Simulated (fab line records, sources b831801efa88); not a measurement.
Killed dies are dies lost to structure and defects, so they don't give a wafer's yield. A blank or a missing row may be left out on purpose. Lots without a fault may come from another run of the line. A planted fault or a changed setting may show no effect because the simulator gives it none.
fab line records | flow gf180mcu
record lots=13 wafers=39 last_day=34
route steps=602 shown STI@5 MVSD@74 VT_IMPLANT@130
lots that met no fault: from a run of the same line without faults
start_h: hours from the record's first day to the start of the lot's first wafer shown | wait_h: hours since the lot's step before | " the same as in the row above | L1.1+2: a row that stands for several wafers | - no value, or no start given | * or withheld: withheld | < > ~ a bound
route shown NAME@n: a module of which the file shows steps, and the number in the route of the first | usual: mean/standard deviation of fault-free wafers | same: alike in all rows | chamber/n: place in a boat | sites: the reading at each site | _std_site: their standard deviation | _edge_site: outer sites' mean less inner sites' | radius_mm: how far each site lies from the wafer's centre | mask NAME#n: copy n | behind: the tool/chamber that last shaped the wafer | hold: why the lot was held/for how many hours/how that ended | device: the transistor (n, p or np) that didn't switch | end of line: the same wafers' tests at the end of the route | a step without rows: its recipe alone | killed: dies lost to structure and defects at the first sort, not the wafer's yield | map: a wafer's dies, x killed, . not, _ none there
set.NAME: the setting as run; set.NAME@STEP: as run at that earlier step | model.NAME: the simulator's own value behind a step, which no gauge read
steps of the route over a sample of lots; a table a step, a row a wafer
services: from which hour (start_h, from the record's first day; less than 0 if before it) a tool's chamber was out of use, for how many hours, and why
## steps
# step GF_STI_THK_MEAS_04
# recipe reads=Si3N4_of_STI_CVD_03
# usual STI_CVD_03_THK=207.1/1.6
# columns lot.wafer tool chamber start_h wait_h STI_CVD_03_THK[nm]
L956.1 film_metro-01 - 14.65 0.0 208.1
L956.5 " - " " 207.2
L956.6 " - " " 205.1
L957.2 film_metro-01 - 18.57 0.0 205.0
L957.5 " - " " 204.6
L957.6 " - " " 206.4
L958.1 film_metro-01 - 24.91 0.0 208.1
L958.2 " - " " 206.3
L958.5 " - " " 207.3
L959.1 film_metro-01 - 28.56 0.0 207.5
L959.2 " - " " 205.2
L959.3 " - " " 205.6
L960.1 film_metro-03 - 34.04 0.0 209.7
L960.4 " - " " 207.9
L960.5 " - " " 209.1
L961.1 film_metro-01 - 38.96 0.0 204.2
L961.4 " - " " 203.6
L961.6 " - " " 203.9
L962.3 film_metro-02 - 43.58 0.0 208.1
L962.4 " - " " 208.9
L962.6 " - " " 209.2
L968.1 film_metro-01 - 73.56 0.0 208.3
L968.5 " - " " 207.4
L968.6 " - " " 206.8
L973.3 film_metro-01 - 101.31 0.0 207.0
L973.5 " - " " 206.6
L973.6 " - " " 206.6
L974.1 film_metro-03 - 105.31 0.0 208.6
L974.2 " - " " 209.1
L974.4 " - " " 207.8
L976.1 film_metro-01 - 113.56 0.0 205.3
L976.2 " - " " 205.6
L976.6 " - " " 205.7
L977.1 film_metro-03 - 118.56 0.0 207.5
L977.3 " - " " 208.9
L977.6 " - " " 208.4
L978.1 film_metro-03 - 126.41 0.0 206.1
L978.4 " - " " 205.6
L978.5 " - " " 206.9
# step GF_STI_THK_MEAS_24
# recipe reads=SiO2_of_STI_CVD_23
# usual STI_CVD_23_THK=661/7.1
# columns lot.wafer tool chamber start_h wait_h STI_CVD_23_THK[nm]
L956.1 film_metro-03 - 28.06 0.0 647
L956.5 " - " " 656
L956.6 " - " " 667
L957.2 film_metro-02 - 33.18 0.0 657
L957.5 " - " " 660
L957.6 " - " " 663
L958.1 film_metro-01 - 39.20 0.0 655
L958.2 " - " " 657
L958.5 " - " " 667
L959.1 film_metro-03 - 42.86 0.0 661
L959.2 " - " " 673
L959.3 " - " " 662
L960.1 film_metro-03 - 48.26 0.0 661
L960.4 " - " " 660
L960.5 " - " " 672
L961.1 film_metro-03 - 52.79 0.0 656
L961.4 " - " " 657
L961.6 " - " " 657
L962.3 film_metro-01 - 57.57 0.1 672
L962.4 " - " " 666
L962.6 " - " " 659
L968.1 film_metro-03 - 89.49 0.0 657
L968.5 " - " " 659
L968.6 " - " " 658
L973.3 film_metro-01 - 117.86 0.1 655
L973.5 " - " " 652
L973.6 " - " " 668
L974.1 film_metro-03 - 122.59 0.0 668
L974.2 " - " " 658
L974.4 " - " " 661
L976.1 film_metro-03 - 130.08 0.0 654
L976.2 " - " " 668
L976.6 " - " " 652
L977.1 film_metro-03 - 135.12 0.0 656
L977.3 " - " " 662
L977.6 " - " " 650
L978.1 film_metro-03 - 143.57 0.0 647
L978.4 " - " " 646
L978.5 " - " " 672
# step GF_MVSD_IMPLANT_08
# recipe species=P energy_kev=400 dose_cm2=1.6e+13 tilt_deg=0
# usual beam_on_s=10.01/0.2 end_station_pressure_torr=5.07e-06/2.9e-07 faraday_current_uA=90.1/1.8
# columns lot.wafer tool chamber start_h wait_h beam_on_s end_station_pressure_torr faraday_current_uA
L956.1 implanter-04 0 81.88 0.0 10.39 4.91e-06 86.5
L956.5 " 0 " " 9.80 4.78e-06 92.1
L956.6 " 0 " " 9.98 5.18e-06 90.1
L957.2 implanter-02 0 89.31 0.0 9.73 5.05e-06 92.7
L957.5 " 0 " " 10.13 5.5e-06 89.3
L957.6 " 0 " " 10.01 5.33e-06 90.5
L958.1 implanter-01 0 94.82 0.0 10.00 5.09e-06 90.5
L958.2 " 0 " " 10.45 4.82e-06 86.3
L958.5 " 0 " " 10.30 5.24e-06 87.8
L959.1 implanter-01 0 98.73 0.0 10.06 5.49e-06 89.7
L959.2 " 0 " " 9.98 5.28e-06 90.7
L959.3 " 0 " " 10.04 4.91e-06 89.8
L960.1 implanter-04 0 105.14 0.0 10.10 5.37e-06 89.2
L960.4 " 0 " " 10.25 4.85e-06 88.0
L960.5 " 0 " " 9.88 5.3e-06 90.9
L961.1 implanter-04 0 110.04 0.0 10.17 5.03e-06 88.6
L961.4 " 0 " " 10.07 4.93e-06 90.1
L961.6 " 0 " " 10.29 5.16e-06 87.4
L962.3 implanter-02 0 115.49 0.1 9.88 5e-06 91.5
L962.4 " 0 " " 9.85 4.57e-06 91.8
L962.6 " 0 " " 10.23 4.93e-06 88.1
L968.1 implanter-04 0 153.59 0.0 12.66 5.05e-06 71.2
L968.5 " 0 " " 12.65 5.23e-06 70.7
L968.6 " 0 " " 12.89 5.54e-06 70.3
L973.3 implanter-04 0 183.44 0.1 12.44 5.27e-06 72.6
L973.5 " 0 " " 12.89 5.02e-06 70.0
L973.6 " 0 " " 12.54 5.2e-06 72.1
L974.1 implanter-04 0 189.78 0.0 12.72 5.13e-06 70.8
L974.2 " 0 " " 12.40 5.02e-06 72.9
L974.4 " 0 " " 12.15 4.86e-06 74.1
L976.1 implanter-02 0 198.43 0.0 9.99 5.15e-06 90.1
L976.2 " 0 " " 10.47 5.3e-06 85.9
L976.6 " 0 " " 10.19 4.62e-06 88.9
L977.1 implanter-02 0 202.87 0.0 10.01 5e-06 90.7
L977.3 " 0 " " 10.33 4.68e-06 87.4
L977.6 " 0 " " 10.24 5.3e-06 88.1
L978.1 implanter-02 0 213.43 0.0 10.08 4.89e-06 89.5
L978.4 " 0 " " 10.23 5.21e-06 87.8
L978.5 " 0 " " 10.40 5.57e-06 86.4
# step GF_MVSD_TW_MEAS_11
# usual MVSD_TW=1574/23
# columns lot.wafer tool chamber start_h wait_h hold MVSD_TW
L956.1 film_metro-04 - 82.28 0.1 - 1559
L956.5 " - " " - 1553
L956.6 " - " " - 1556
L957.2 film_metro-01 - 89.69 0.1 - 1551
L957.5 " - " " - 1552
L957.6 " - " " - 1558
L958.1 film_metro-04 - 95.22 0.1 - 1558
L958.2 " - " " - 1560
L958.5 " - " " - 1560
L959.1 film_metro-04 - 99.13 0.1 - 1561
L959.2 " - " " - 1564
L959.3 " - " " - 1555
L960.1 film_metro-02 - 105.54 0.1 - 1609
L960.4 " - " " - 1607
L960.5 " - " " - 1605
L961.1 film_metro-04 - 110.44 0.1 - 1579
L961.4 " - " " - 1567
L961.6 " - " " - 1558
L962.3 film_metro-04 - 115.86 0.1 - 1564
L962.4 " - " " - 1569
L962.6 " - " " - 1569
L968.1 film_metro-01 - 153.99 0.1 - 1658
L968.5 " - " " - 1654
L968.6 " - " " - 1658
L973.3 film_metro-04 - 183.81 0.1 await_dispo/0.2h/release 1677
L973.5 " - " " await_dispo/0.2h/release 1677
L973.6 " - " " await_dispo/0.2h/release 1679
L973.3 film_metro-04 - 184.03 0.2 - 1686
L973.5 " - " " - 1685
L973.6 " - " " - 1681
L974.1 film_metro-02 - 190.18 0.1 await_dispo/0.2h/release 1704
L974.2 " - " " await_dispo/0.2h/release 1699
L974.4 " - " " await_dispo/0.2h/release 1700
L974.1 film_metro-02 - 190.51 0.3 - 1698
L974.2 " - " " - 1707
L974.4 " - " " - 1700
L976.1 film_metro-02 - 198.83 0.1 - 1621
L976.2 " - " " - 1614
L976.6 " - " " - 1622
L977.1 film_metro-01 - 203.27 0.1 - 1557
L977.3 " - " " - 1556
L977.6 " - " " - 1557
L978.1 film_metro-02 - 213.83 0.1 - 1616
L978.4 " - " " - 1618
L978.5 " - " " - 1606
# step GF_VT_IMPLANT_OVL_MEAS_40
# usual VT_IMPLANT_03_OVL=-1.3/1.5
# columns lot.wafer tool chamber start_h wait_h VT_IMPLANT_03_OVL[nm]
L956.1 overlay-01 - 155.35 0.1 -0.1
L956.5 " - " " -0.1
L956.6 " - " " -0.9
L957.2 overlay-01 - 164.45 0.1 -1.9
L957.5 " - " " -1.5
L957.6 " - " " -2.8
L958.1 overlay-02 - 171.25 0.1 -3.2
L958.2 " - " " -1.0
L958.5 " - " " -3.1
L959.1 overlay-02 - 174.50 0.1 -1.4
L959.2 " - " " -1.3
L959.3 " - " " -1.7
L960.1 overlay-01 - 182.00 0.1 -0.9
L960.4 " - " " -0.1
L960.5 " - " " -2.1
L961.1 overlay-02 - 187.85 0.1 -1.6
L961.4 " - " " -0.5
L961.6 " - " " -2.2
L962.3 overlay-02 - 196.21 0.1 -3.4
L962.4 " - " " -2.1
L962.6 " - " " -2.3
L968.1 overlay-02 - 239.99 0.1 -3.9
L968.5 " - " " -2.2
L968.6 " - " " -1.8
L973.3 overlay-01 - 273.81 0.1 -0.9
L973.5 " - " " -1.9
L973.6 " - " " -2.0
L974.1 overlay-02 - 281.74 0.1 -1.7
L974.2 " - " " -0.3
L974.4 " - " " -0.6
L976.1 overlay-02 - 291.80 0.1 -3.9
L976.2 " - " " -2.9
L976.6 " - " " -3.1
L977.1 overlay-02 - 296.45 0.1 -1.4
L977.3 " - " " 1.1
L977.6 " - " " -0.5
L978.1 overlay-02 - 308.55 0.1 -1.3
L978.4 " - " " -1.0
L978.5 " - " " -0.5
# step GF_VT_IMPLANT_RS_MEAS_46
# recipe thk_meas_gauge=four-point-probe
# usual MVSD_RS=456.7/1.1
# columns lot.wafer tool chamber start_h wait_h hold MVSD_RS[ohm/sq]
L956.1 film_metro-04 - 155.85 0.1 - 458.9
L956.5 " - " " - 457.7
L956.6 " - " " - 458.8
L957.2 film_metro-01 - 164.97 0.1 - 455.6
L957.5 " - " " - 455.6
L957.6 " - " " - 457.1
L958.1 film_metro-02 - 171.75 0.1 - 455.6
L958.2 " - " " - 456.4
L958.5 " - " " - 457.8
L959.1 film_metro-02 - 175.00 0.1 - 455.9
L959.2 " - " " - 456.7
L959.3 " - " " - 457.2
L960.1 film_metro-01 - 182.59 0.2 - 456.2
L960.4 " - " " - 455.9
L960.5 " - " " - 457.0
L961.1 film_metro-01 - 188.35 0.1 - 458.3
L961.4 " - " " - 456.5
L961.6 " - " " - 456.8
L962.3 film_metro-02 - 196.81 0.1 - 453.9
L962.4 " - " " - 455.9
L962.6 " - " " - 454.6
L968.1 film_metro-01 - 240.61 0.1 await_dispo/0.2h/release 406.1
L968.5 " - " " await_dispo/0.2h/release 408.0
L968.6 " - " " await_dispo/0.2h/release 406.8
L968.1 film_metro-01 - 240.97 0.3 - 406.8
L968.5 " - " " - 407.1
L968.6 " - " " - 407.3
L973.3 film_metro-04 - 274.33 0.1 await_dispo/0.2h/release 406.3
L973.5 " - " " await_dispo/0.2h/release 406.7
L973.6 " - " " await_dispo/0.2h/release 407.6
L973.3 film_metro-04 - 274.69 0.3 - 406.6
L973.5 " - " " - 407.4
L973.6 " - " " - 407.2
L974.1 film_metro-01 - 282.24 0.1 await_dispo/0.2h/release 407.5
L974.2 " - " " await_dispo/0.2h/release 408.0
L974.4 " - " " await_dispo/0.2h/release 407.4
L974.1 film_metro-01 - 282.60 0.3 - 407.6
L974.2 " - " " - 407.3
L974.4 " - " " - 407.4
L976.1 film_metro-02 - 292.30 0.1 - 456.5
L976.2 " - " " - 456.7
L976.6 " - " " - 456.4
L977.1 film_metro-02 - 296.95 0.1 - 456.5
L977.3 " - " " - 456.5
L977.6 " - " " - 457.0
L978.1 film_metro-01 - 309.04 0.1 - 457.7
L978.4 " - " " - 456.8
L978.5 " - " " - 456.9
## services
# columns tool chamber start_h hours kind
implanter-04 - 69.44 5.7 pm
implanter-01 - 110.72 1.4 repair
implanter-02 - 137.04 1.2 repair
implanter-01 - 187.46 37.3 pm
implanter-02 - 208.47 3.5 repair
## key
first_sign step=GF_MVSD_IMPLANT_08 reading=beam_on_s direction=up sigmas=13 usual=10.01 struck=12.59
effect step=GF_MVSD_IMPLANT_08 reading=faraday_current_uA direction=down sigmas=10 usual=90.1 struck=71.6
effect step=GF_MVSD_TW_MEAS_11 reading=visit direction=added
effect step=GF_VT_IMPLANT_RS_MEAS_46 reading=MVSD_RS direction=down sigmas=45 usual=456.7 struck=407.2
met_at GF_MVSD_IMPLANT_08
struck_lots L968,L973,L974
scrapped_behind GF_VT_IMPLANT_RS_MEAS_46 L968.1,L968.5,L968.6,L973.3,L973.5,L973.6,L974.1,L974.2,L974.4
not_acting_at GF_STI_THK_MEAS_04,GF_STI_THK_MEAS_24,GF_VT_IMPLANT_OVL_MEAS_40
onset_between 110.04 153.59
fault kind=process_parameter_drift tool=implanter-04 chamber=- onset_h=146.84 steps=GF_MVSD_IMPLANT_08 channel=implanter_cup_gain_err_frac offset=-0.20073 shape=step end_h=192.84
